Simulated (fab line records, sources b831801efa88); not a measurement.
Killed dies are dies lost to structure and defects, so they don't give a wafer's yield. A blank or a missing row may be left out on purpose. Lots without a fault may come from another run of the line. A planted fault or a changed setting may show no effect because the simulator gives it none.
A struck lot beside a sound one | flow sky130 | 35 steps out of a route of 708
Sound: wafers L517.2, L517.4, L517.5. Struck: wafers L516.3, L516.5, L516.6. The cause comes at the end.
At each step with rows: each side's tool, then ch and its chambers, then its first start. Under that, the readings that differ: sound wafers | struck wafers | difference of the means | sigmas: that difference in standard deviations of wafers without a fault.
alike: readings whose means differ by less than 2 such deviations, and words and numbers that are the same on both sides. not compared: withheld readings, readings that some wafer has no value for, bounds like >300 that may hide the same value, and numbers for which the record gives no deviation and whose values overlap.
The two part at a step that has a row with sigmas, a row that says differs or no value, or rows on one side only. Numbers that don't overlap but have no deviation are shown without sigmas and don't part them. A reading that every wafer of one side lacks parts them only if that side has two wafers or more.

first, 10 steps without rows for these wafers: SKY_METAL3_HMDS_06 (prime time 60 s); SKY_METAL3_COAT_07 (resist thk 60 nm); SKY_METAL3_COAT_08 (resist thk 1140 nm); SKY_METAL3_SOFTBAKE_09 (time 86.24 s); SKY_METAL3_EXPOSE_10 (exposes mask MM3, target cd 300 nm); SKY_METAL3_PEB_11; SKY_METAL3_DEVELOP_12 (develop time 60 s); SKY_METAL3_DESCUM_15 (chemistry O2, time 8 s); SKY_METAL3_ETCH_16 (etches BARC in N2/H2, stops on SiO2, time 88.2 s, target depth 60 nm); SKY_METAL3_ETCH_17 (etches SiO2 in C4F8/O2/Ar, stops on TiN, time 3.9 s, target depth 15 nm).
SKY_METAL3_METAL_ETCH_18: etches the open film in Cl2/BCl3, stops on SiO2, target depth 845 nm, time 183.1 s.
  sound on rie_metal-01 ch 0,1, day 43 17:11; struck on rie_metal-03 ch 0,1, day 43 16:46
  alike: drypump_motor_current_A, oes_product_au, rf_fwd_power_W, throttle_valve_pct
  not compared: rf_hours_counter_h
then, 23 steps without rows for these wafers: SKY_METAL3_STRIP_19 (strips in O2/N2); SKY_METAL3_STRIP_20 (strips in post etch residue remover, time 1200 s); SKY_METAL3_CLEAN_21 (cleans in IPA, time 180 s); SKY_METAL3_CLEAN_22 (cleans in O3/DIW); SKY_VIA3_HDPCVD_00 (deposits SiO2, target thk 1635 nm, time 272.5 s); SKY_VIA3_CMP_02 (polishes SiO2); SKY_VIA3_DEHYDRATE_04 (time 60 s); SKY_VIA3_HMDS_05 (prime time 60 s); SKY_VIA3_COAT_06 (resist thk 60 nm); SKY_VIA3_COAT_07 (resist thk 450 nm); SKY_VIA3_SOFTBAKE_08 (time 90 s); SKY_VIA3_EXPOSE_09 (exposes mask VIM3, target cd 200 nm); SKY_VIA3_PEB_10; SKY_VIA3_DEVELOP_11 (develop time 60 s); SKY_VIA3_ETCH_14 (etches BARC in N2/H2, stops on SiO2, time 45.9 s, target depth 60 nm); SKY_VIA3_ETCH_15 (etches SiO2 in C4F8/O2/Ar, stops on TiN, target depth 507 nm, time 78 s); SKY_VIA3_STRIP_16 (strips in O2/N2); SKY_VIA3_STRIP_17 (strips in post etch residue remover, time 1200 s); SKY_VIA3_CLEAN_18 (cleans in IPA, time 180 s); SKY_VIA3_CLEAN_19 (cleans in O3/DIW); SKY_VIA3_SPUTTER_20 (material TiN, target thk 20 nm, time 80 s); SKY_VIA3_CVD_21 (deposits W, target thk 390 nm, time 117.31 s); SKY_VIA3_CMP_24 (polishes, stops on SiO2, t overpolish 20 s, target thk 0 nm).
-- the record jumps here: 6 days lie between the struck wafers' starts before and after (it left off in module VIA3 and takes up again in module PAD_OPEN, whose first step shown is number 708 of the route) --
SKY_PAD_OPEN_PROBE_99:
  sound on prober-02, day 50 01:23; struck on prober-01, day 49 23:14
  reading                               | sound               | struck            | difference | sigmas
  defect_limited_yield (%)              | 79.1 80.7 85.6      | 76.2 77.6 74.8    | -5.6       | -3
  killed_at_M0_to_M3                    | 60 61 34            | 80 78 78          | +27        | +4
  killed_dies                           | 103 95 71           | 117 110 124       | +27        | +3
  sort_bin_3_pad_short (%)              | 0.2 0.8 0.2         | 2.0 2.2 3.3       | +2.1       | +5
  sort_n_pass                           | 389 397 421         | 375 382 368       | -27        | -3
  sort_yield_pct (%)                    | 79.1 80.7 85.6      | 76.2 77.6 74.8    | -5.6       | -3
  model.etest.tester.sort_n_pass        | 389 397 421         | 375 382 368       | -27        |
  model.etest.tester.sort_yield_pct (%) | 79.06 80.69 85.57   | 76.22 77.64 74.8  | -5.55      |
  model.etest.tester.sort_bin_3_pct (%) | 0.2033 0.813 0.2033 | 2.033 2.236 3.252 | +2.100     |
  alike: killed_at_M4_up, killed_at_contacts, killed_at_front_end, killed_at_other, killed_open, killed_short, sort_bin_5_function, sort_bin_6_memory
  not compared: model.etest.tester.sort_bin_5_pct

WHERE THEY PART
Only at SKY_PAD_OPEN_PROBE_99, within this record.

WHY: what the simulator had put in
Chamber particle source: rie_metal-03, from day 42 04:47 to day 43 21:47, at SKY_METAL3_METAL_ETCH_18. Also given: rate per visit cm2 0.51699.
